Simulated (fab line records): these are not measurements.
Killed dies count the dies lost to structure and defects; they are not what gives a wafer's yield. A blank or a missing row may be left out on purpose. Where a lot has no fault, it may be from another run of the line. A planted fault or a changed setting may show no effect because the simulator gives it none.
fab line records    flow sky130    part 2 of 2: steps 34 to 46 of 46
[record] lots = 5  wafers = 15  last_day = 51
route steps=708 shown POLY_GATE@232 LDD_N@237 LDD_P@255 LDD_HVN@267
lots that met no fault: from a run of the same line without faults
start_h: hours from the record's first day to the start of the lot's first wafer shown    wait_h: hours since the lot's step before    " repeats the value in the row above    L1.1+2: several wafers, shown together as one row    - no value, or no start was given    * or withheld: withheld    < > ~ a bound
route shown NAME@n: NAME is a module with steps in the file, n the number in the route of the first one    usual: the fault-free wafers' mean and standard deviation    same: alike in all rows    chamber/n: place in a boat    sites: each site's reading    _std_site: the values' standard deviation    _edge_site: the outer-site mean with the inner-site mean subtracted    radius_mm: for every site, how far away it sits from the centre of the wafer    mask NAME#n: copy n    behind: the most recent tool/chamber to have shaped the wafer    hold: the reason the lot was held/the length of the hold in hours/how it ended    device: which transistor (n, p or np) failed to switch    end of line: tests of these same wafers at the route's end    a step given without rows: its recipe and nothing more    killed: at the first sort, the dies lost to defects and structure; wafer yield is something else    map: a wafer's dies, marking killed ones x, the rest . and places with no die _
set.NAME: the setting as run; set.NAME@STEP: as run at that earlier step    model.NAME: the simulator's own value behind a step, which no gauge read
certain route steps with their lots: each step a table, each wafer a row
services: from which hour (start_h, from the record's first day; less than 0 if before it) a tool's chamber was out of use, for how many hours, and why
[[steps]]
[step SKY_LDD_P_STRIP_10]
[recipe] chemistry = O2/N2  power_w = 1400  pressure_mtorr = 1500  platen_temp_c = withheld  o2_flow_sccm = 3000  n2_flow_sccm = 300  overash_fraction = 0.5
[usual] drypump_motor_current_A = 5.6/0.33  oes_product_au = 0.716/0.0047  strip_time_to_endpoint_s = 14.17/0.035
lot.wafer  tool             chamber  start_h  wait_h  drypump_motor_current_A  oes_product_au  rf_hours_counter_h  strip_time_to_endpoint_s
L076.2     plasma_asher-02  0        472.45   0.1     5.5                      0.712           3                   14.14
L076.3     "                0        "        "       5.4                      0.715           -                   14.12
L076.5     "                0        "        "       5.4                      0.707           -                   14.18
L081.1     plasma_asher-02  0        517.54   0.1     5.4                      0.721           8                   14.19
L081.2     "                1        "        "       5.4                      0.721           8                   14.16
L081.4     "                0        "        "       5.4                      0.720           -                   14.14
L086.1     plasma_asher-02  0        548.93   0.1     5.4                      0.714           11                  14.18
L086.5     "                0        "        "       5.4                      0.716           -                   14.14
L086.6     "                1        "        "       5.4                      0.720           -                   14.15
L087.2     plasma_asher-02  0        573.03   0.1     5.5                      0.713           13                  14.22
L087.3     "                1        "        "       5.4                      0.716           -                   14.15
L087.6     "                0        "        "       5.5                      0.708           -                   14.18
L096.1     plasma_asher-04  0        639.09   0.1     5.5                      0.714           95                  14.19
L096.2     "                1        "        "       5.6                      0.713           95                  14.14
L096.3     "                1        "        "       5.6                      0.717           -                   14.17
[step SKY_LDD_P_TW_MEAS_11]
[usual] LDD_P_TW = 633/7.7
lot.wafer  tool           chamber  start_h  wait_h  LDD_P_TW
L076.2     film_metro-04  -        472.56   0.1     638
L076.3     "              -        "        "       639
L076.5     "              -        "        "       640
L081.1     film_metro-01  -        517.64   0.1     629
L081.2     "              -        "        "       627
L081.4     "              -        "        "       628
L086.1     film_metro-01  -        549.03   0.1     626
L086.5     "              -        "        "       629
L086.6     "              -        "        "       621
L087.2     film_metro-01  -        573.14   0.1     624
L087.3     "              -        "        "       629
L087.6     "              -        "        "       627
L096.1     film_metro-03  -        639.19   0.1     638
L096.2     "              -        "        "       637
L096.3     "              -        "        "       638
[step SKY_LDD_HVN_DEHYDRATE_00]
[recipe] temp_c = 200  time_s = 60
[usual] plate_temp_C = 200.04/0.16
lot.wafer  tool            chamber  start_h  wait_h  plate_temp_C
L076.2     litho_track-04  0        486.34   13.8    199.89
L076.3     "               0        "        "       200.08
L076.5     "               0        "        "       199.98
L081.1     litho_track-04  0        532.56   14.9    200.36
L081.2     "               0        "        "       200.12
L081.4     "               0        "        "       200.16
L086.1     litho_track-01  0        564.29   15.2    199.87
L086.5     "               0        "        "       200.08
L086.6     "               0        "        "       200.14
L087.2     litho_track-01  0        587.71   14.6    200.00
L087.3     "               0        "        "       199.98
L087.6     "               0        "        "       199.89
L096.1     litho_track-01  0        653.19   14.0    199.84
L096.2     "               0        "        "       200.06
L096.3     "               0        "        "       200.01
[step SKY_LDD_HVN_HMDS_01]
[recipe] prime_time_s = 60  prime_temp_c = 120
lot.wafer   tool            chamber  start_h  wait_h
L076.2+3+5  litho_track-04  0        486.49   0.1
L081.1+2+4  litho_track-04  0        532.71   0.1
L086.1+5+6  litho_track-01  0        564.44   0.1
L087.2+3+6  litho_track-01  0        587.86   0.1
L096.1+2+3  litho_track-01  0        653.34   0.1
[step SKY_LDD_HVN_COAT_02]
[recipe] resist = NOVOLAK  spin_rpm = 3000  resist_thk_nm = 300
lot.wafer   tool            chamber  start_h  wait_h
L076.2+3+5  litho_track-04  0        486.64   0.1
L081.1+2+4  litho_track-04  0        532.86   0.1
L086.1+5+6  litho_track-01  0        564.59   0.1
L087.2+3+6  litho_track-01  0        588.01   0.1
L096.1+2+3  litho_track-01  0        653.49   0.1
[step SKY_LDD_HVN_SOFTBAKE_03]
[recipe] temp_c = 90  time_s = 60  resist = NOVOLAK
[usual] plate_temp_C = 89.98/0.12
lot.wafer  tool            chamber  start_h  wait_h  plate_temp_C
L076.2     litho_track-04  0        486.79   0.1     89.93
L076.3     "               0        "        "       90.22
L076.5     "               0        "        "       90.22
L081.1     litho_track-04  0        533.01   0.1     90.00
L081.2     "               0        "        "       89.79
L081.4     "               0        "        "       90.05
L086.1     litho_track-01  0        564.74   0.1     89.91
L086.5     "               0        "        "       90.03
L086.6     "               0        "        "       89.91
L087.2     litho_track-01  0        588.16   0.1     90.08
L087.3     "               0        "        "       90.00
L087.6     "               0        "        "       90.11
L096.1     litho_track-01  0        653.64   0.1     90.14
L096.2     "               0        "        "       90.12
L096.3     "               0        "        "       90.00
[step SKY_LDD_HVN_EXPOSE_04]
[recipe] mask_id = HVNTM  na = 0.6  source_shape = conventional  sigma_outer = 0.6  polarization = unpolarized  target_cd_nm = 700  dose_mj = 127
lot.wafer   tool              chamber  start_h  wait_h  mask
L076.2+3+5  iline_stepper-02  0        -        -       HVNTM#0
L081.1+2+4  iline_stepper-02  0        -        -       HVNTM#0
L086.1+5+6  iline_stepper-01  0        -        -       HVNTM#0
L087.2+3+6  iline_stepper-01  0        -        -       HVNTM#0
L096.1+2+3  iline_stepper-02  0        -        -       HVNTM#0
[step SKY_LDD_HVN_PEB_05]
[recipe] temp_c = withheld  time_s = *  resist = NOVOLAK
lot.wafer   tool            chamber  start_h  wait_h
L076.2+3+5  litho_track-04  0        -        -
L081.1+2+4  litho_track-03  0        -        -
L086.1+5+6  litho_track-03  0        -        -
L087.2+3+6  litho_track-04  0        -        -
L096.1+2+3  litho_track-01  0        -        -
[step SKY_LDD_HVN_DEVELOP_06]
[recipe] resist = NOVOLAK  developer = TMAH  develop_time_s = 60  dev_temp_c = 23
[same] develop_time_s = 60
lot.wafer   tool            chamber  start_h  wait_h
L076.2+3+5  litho_track-04  0        501.74   0.1
L081.1+2+4  litho_track-03  0        547.57   0.1
L086.1+5+6  litho_track-03  0        578.92   0.1
L087.2+3+6  litho_track-04  0        602.59   0.1
L096.1+2+3  litho_track-01  0        667.29   0.1
[step SKY_LDD_HVN_OVL_MEAS_07]
[usual] LDD_HVN_OVL = -0.4/1.5
lot.wafer  tool        chamber  start_h  wait_h  LDD_HVN_OVL[nm]
L076.2     overlay-01  -        501.87   0.1     0.6
L076.3     "           -        "        "       -1.7
L076.5     "           -        "        "       0.5
L081.1     overlay-01  -        547.72   0.1     -0.2
L081.2     "           -        "        "       0.2
L081.4     "           -        "        "       1.8
L086.1     overlay-01  -        579.10   0.2     0.5
L086.5     "           -        "        "       -2.2
L086.6     "           -        "        "       -2.4
L087.2     overlay-01  -        602.72   0.1     -0.8
L087.3     "           -        "        "       -0.1
L087.6     "           -        "        "       -2.0
L096.1     overlay-02  -        667.44   0.1     -0.8
L096.2     "           -        "        "       -2.4
L096.3     "           -        "        "       -1.8
[step SKY_LDD_HVN_IMPLANT_08]
[recipe] species = P  energy_kev = 60  dose_cm2 = 3e+13  tilt_deg = 40
lot.wafer   tool          chamber  start_h  wait_h
L076.2+3+5  implanter-03  0        501.92   0.0
L081.1+2+4  implanter-01  0        547.76   0.0
L086.1+5+6  implanter-04  0        579.14   0.0
L087.2+3+6  implanter-03  0        602.77   0.0
L096.1+2+3  implanter-01  0        667.47   0.0
[step SKY_LDD_HVN_STRIP_09]
[recipe] chemistry = O2/N2  power_w = 1400  pressure_mtorr = 1500  platen_temp_c = withheld  o2_flow_sccm = 3000  n2_flow_sccm = 300  overash_fraction = 0.5
[usual] drypump_motor_current_A = 6.0/0.52  oes_product_au = 0.408/0.0047  strip_time_to_endpoint_s = 4.136/0.014
lot.wafer  tool             chamber  start_h  wait_h  drypump_motor_current_A  oes_product_au  rf_hours_counter_h  strip_time_to_endpoint_s
L076.2     plasma_asher-01  1        502.05   0.1     6.5                      0.401           40                  4.128
L076.3     "                1        "        "       6.4                      0.412           -                   4.124
L076.5     "                1        "        "       6.5                      0.408           -                   4.105
L081.1     plasma_asher-01  1        547.91   0.1     6.5                      0.412           44                  4.169
L081.2     "                0        "        "       6.4                      0.414           44                  4.132
L081.4     "                0        "        "       6.4                      0.410           -                   4.158
L086.1     plasma_asher-02  1        579.29   0.1     5.4                      0.408           14                  4.119
L086.5     "                1        "        "       5.4                      0.400           -                   4.130
L086.6     "                0        "        "       5.4                      0.403           -                   4.117
L087.2     plasma_asher-03  1        602.90   0.1     6.4                      0.405           75                  4.111
L087.3     "                0        "        "       5.3                      0.410           -                   4.137
L087.6     "                0        "        "       5.3                      0.401           -                   4.107
L096.1     plasma_asher-03  1        667.62   0.1     6.4                      0.409           82                  4.147
L096.2     "                0        "        "       5.4                      0.411           82                  4.139
L096.3     "                0        "        "       5.4                      0.411           -                   4.154
[step SKY_LDD_HVN_TW_MEAS_10]
[usual] LDD_HVN_TW = 1450/5.5
lot.wafer  tool           chamber  start_h  wait_h  LDD_HVN_TW
L076.2     film_metro-03  -        502.16   0.1     1450
L076.3     "              -        "        "       1457
L076.5     "              -        "        "       1458
L081.1     film_metro-04  -        548.01   0.1     1447
L081.2     "              -        "        "       1452
L081.4     "              -        "        "       1460
L086.1     film_metro-02  -        579.39   0.1     1442
L086.5     "              -        "        "       1447
L086.6     "              -        "        "       1450
L087.2     film_metro-04  -        603.01   0.1     1441
L087.3     "              -        "        "       1444
L087.6     "              -        "        "       1448
L096.1     film_metro-02  -        667.72   0.1     1458
L096.2     "              -        "        "       1448
L096.3     "              -        "        "       1446
[[services]]
tool              chamber  start_h  hours  kind
plasma_asher-03   -        406.62   11.4   repair
iline_stepper-02  -        415.53   1.7    pm
plasma_asher-02   -        421.25   9.0    pm
plasma_asher-02   -        430.25   2.8    pm
plasma_asher-02   -        433.00   4.3    pm
wet_bench-03      -        451.88   2.5    repair
furnace-02        -        476.16   3.7    pm
furnace-01        -        483.89   3.0    pm
furnace-02        -        486.93   3.7    pm
implanter-01      -        494.59   4.0    repair
iline_stepper-01  -        498.82   4.4    pm
plasma_asher-01   -        499.69   2.2    repair
plasma_asher-04   -        508.81   2.3    repair
implanter-02      -        542.53   23.8   pm
implanter-01      -        567.56   5.9    pm
plasma_asher-01   -        568.57   0.5    repair
implanter-03      -        572.89   6.5    pm
plasma_asher-04   -        585.79   2.8    pm
implanter-02      -        597.97   15.9   repair
iline_stepper-01  -        598.81   1.7    pm
iline_stepper-02  -        633.71   1.7    pm
plasma_asher-01   -        638.94   0.8    repair
furnace-02        -        644.50   2.6    pm
plasma_asher-02   -        655.33   14.6   pm
